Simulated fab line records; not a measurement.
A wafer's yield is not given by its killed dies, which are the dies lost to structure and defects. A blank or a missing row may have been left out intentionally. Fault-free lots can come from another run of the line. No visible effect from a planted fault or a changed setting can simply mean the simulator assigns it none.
Commonality check across tools -- flow sky130 -- Sampled: 12 lots, 36 wafers

REASON IT WAS OPENED
SKY_VT_ADJUST_HVTR_TW_MEAS_11, reading VT_ADJUST_HVTR_TW: flagged on 2 of 12 lots. No-fault wafers: 210.8, standard deviation 1.2.
Rule: a lot gets a flag if all its wafers with a number sit over 4 standard deviations from that mean, or if no wafer of it has a number. The other lots count as sound.

lot,measured,on,"VT_ADJUST_HVTR_TW, wafer by wafer",flag
L532,day 9 18:50,filmMetro-02,212.3 212.4 213.0,
L534,day 10 09:06,filmMetro-01,211.0 210.3 210.9,
L535,day 10 12:55,filmMetro-02,211.4 210.9 210.4,
L536,day 10 23:31,filmMetro-02,210.9 212.8 211.3,
L537,day 11 04:47,filmMetro-01,209.6 210.1 209.2,
L539,day 11 18:41,filmMetro-03,211.7 209.7 211.1,
L540,day 11 21:29,filmMetro-01,210.4 211.9 210.6,
L543,day 13 02:16,filmMetro-01,195.4 195.3 195.1,FLAGGED
L544,day 13 09:46,filmMetro-03,194.6 196.1 195.5,FLAGGED
L550,day 15 11:11,filmMetro-02,211.4 211.5 211.7,
L551,day 15 19:41,filmMetro-02,211.8 212.3 212.2,
L554,day 16 12:13,filmMetro-02,212.7 211.2 211.6,
Average over the flagged lots: 195.3; offset from the usual -15.5, equal to -13 standard deviations.

TOOL THAT RAN EACH LOT
The record keeps 1 process step preceding the reading, out of 708 steps on the route. Each cell gives the tool, then ch followed by the chambers the sampled wafers passed through, then the start.
lot,flag,SKY_VT_ADJUST_HVTR_IMPLANT_09
L532,,"implanter-02 ch 0, day 9 18:37"
L534,,"implanter-03 ch 0, day 10 08:51"
L535,,"implanter-03 ch 0, day 10 12:40"
L536,,"implanter-03 ch 0, day 10 23:16"
L537,,"implanter-03 ch 0, day 11 04:32"
L539,,"implanter-03 ch 0, day 11 18:26"
L540,,"implanter-03 ch 0, day 11 21:14"
L543,FLAGGED,"implanter-03 ch 0, day 13 02:01"
L544,FLAGGED,"implanter-03 ch 0, day 13 09:31"
L550,,"implanter-04 ch 0, day 15 10:58"
L551,,"implanter-04 ch 0, day 15 19:28"
L554,,"implanter-03 ch 0, day 16 11:58"
What these steps do:
- SKY_VT_ADJUST_HVTR_IMPLANT_09
- SKY_VT_ADJUST_HVTR_TW_MEAS_11

FLAGGED AGAINST TOTAL, ONE TOOL AT A TIME (gauges that did the reading follow at the end)
step,tool,lots run,flagged,share of the flagged lots,sound lots run after its first flagged lot
SKY_VT_ADJUST_HVTR_IMPLANT_09,implanter-02,1,0,none,-
SKY_VT_ADJUST_HVTR_IMPLANT_09,implanter-03,9,2,all,1 (L554)
SKY_VT_ADJUST_HVTR_IMPLANT_09,implanter-04,2,0,none,-
SKY_VT_ADJUST_HVTR_TW_MEAS_11,filmMetro-01,4,1,some,0
SKY_VT_ADJUST_HVTR_TW_MEAS_11,filmMetro-02,6,0,none,-
SKY_VT_ADJUST_HVTR_TW_MEAS_11,filmMetro-03,2,1,some,0

WHAT THE TABLE ALLOWS
Rows of the table that ran each flagged lot: 1, that is implanter-03 at SKY_VT_ADJUST_HVTR_IMPLANT_09.
- implanter-03 at SKY_VT_ADJUST_HVTR_IMPLANT_09 ran 9 lots, 2 of them flagged. Lots that were sound ran on it after the first flagged one (L554); a persistent fault on the entire tool would not allow that. Its own readings lie more than 4 standard deviations out on every wafer of the flagged lots: beamOnS, faradayCurrentUA.
Not one row of the table ran every flagged lot while running no sound lot after the first.

WHAT THE SIMULATOR HAD PUT IN
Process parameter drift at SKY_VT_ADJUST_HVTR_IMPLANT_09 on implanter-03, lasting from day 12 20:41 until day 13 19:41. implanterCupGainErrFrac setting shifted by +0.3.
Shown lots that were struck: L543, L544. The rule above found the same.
